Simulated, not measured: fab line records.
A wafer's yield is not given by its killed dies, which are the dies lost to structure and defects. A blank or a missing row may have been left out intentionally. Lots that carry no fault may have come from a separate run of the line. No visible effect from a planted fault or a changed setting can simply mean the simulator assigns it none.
Matching of chambers    flow sky130    SKY_VIA4_CMP_21 on cmp-01 has 4 sister chambers
The step polishes, stops on SiO2, t overpolish 25 s, target thk 0 nm. 18 wafers are shown with their chamber, then 9 later ones without.

WAFERS PAIRED WITH THEIR CHAMBERS
wafer   chamber  motor_current_A (A)  time_to_endpoint_s (s)
L454.4  0        10.4                 121
L454.5  1        11.2                 126
L454.6  0        10.7                 121
L455.1  0        11.4                 120
L455.2  3        11.7                 125
L455.4  1        11.4                 127
L459.1  0        10.6                 122
L459.3  2        10.4                 123
L459.6  1        12.3                 122
L461.4  1        11.4                 117
L461.5  2        10.6                 117
L461.6  1        11.0                 119
L469.1  3        11.2                 116
L469.5  1        11.7                 122
L469.6  0        10.8                 121
L472.1  0        10.6                 124
L472.4  2        10.4                 119
L472.6  0        11.6                 118

SIGNATURES, as means of the wafers listed above
reading             chamber 0  chamber 1  chamber 2  chamber 3  scatter within a chamber
motor_current_A     10.871     11.500     10.467     11.450     0.415
time_to_endpoint_s  121.00     122.17     119.67     120.50     3.32
Rule: distance of a wafer from a chamber = root of the sum over the readings of ((wafer's reading minus chamber's mean) / reading's scatter) squared. If the next closest chamber is less than 2 further off than the closest, the wafer can't be placed; otherwise it belongs to the closest. The scatter: take each reading less its chamber's mean, square it, sum over the shown wafers, divide by the number of wafers less the number of chambers, and take the root.

WAFERS WITHOUT THEIR CHAMBER
wafer   motor_current_A (A)  time_to_endpoint_s (s)
L473.1  11.4                 124
L473.3  10.5                 118
L473.4  11.2                 117
L474.1  10.7                 117
L474.3  12.1                 125
L474.6  11.5                 124
L476.3  11.5                 123
L476.4  11.5                 117
L476.6  11.2                 123

EACH ONE'S CHAMBER
wafer   from the rows above                in truth
L473.1  can't be placed: 1 or 3 or 0 or 2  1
L473.3  can't be placed: 2 or 0 or 3       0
L473.4  can't be placed: 3 or 0 or 1 or 2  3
L474.1  can't be placed: 2 or 0 or 3 or 1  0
L474.3  can't be placed: 1 or 3 or 0       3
L474.6  can't be placed: 1 or 3 or 0       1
L476.3  can't be placed: 1 or 3 or 0       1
L476.4  can't be placed: 3 or 1 or 0 or 2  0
L476.6  can't be placed: 1 or 3 or 0 or 2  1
0 of 9 placed correctly. Can't be placed from these rows: 9 (the true chamber is among the candidates in 9). 0 placed wrongly.
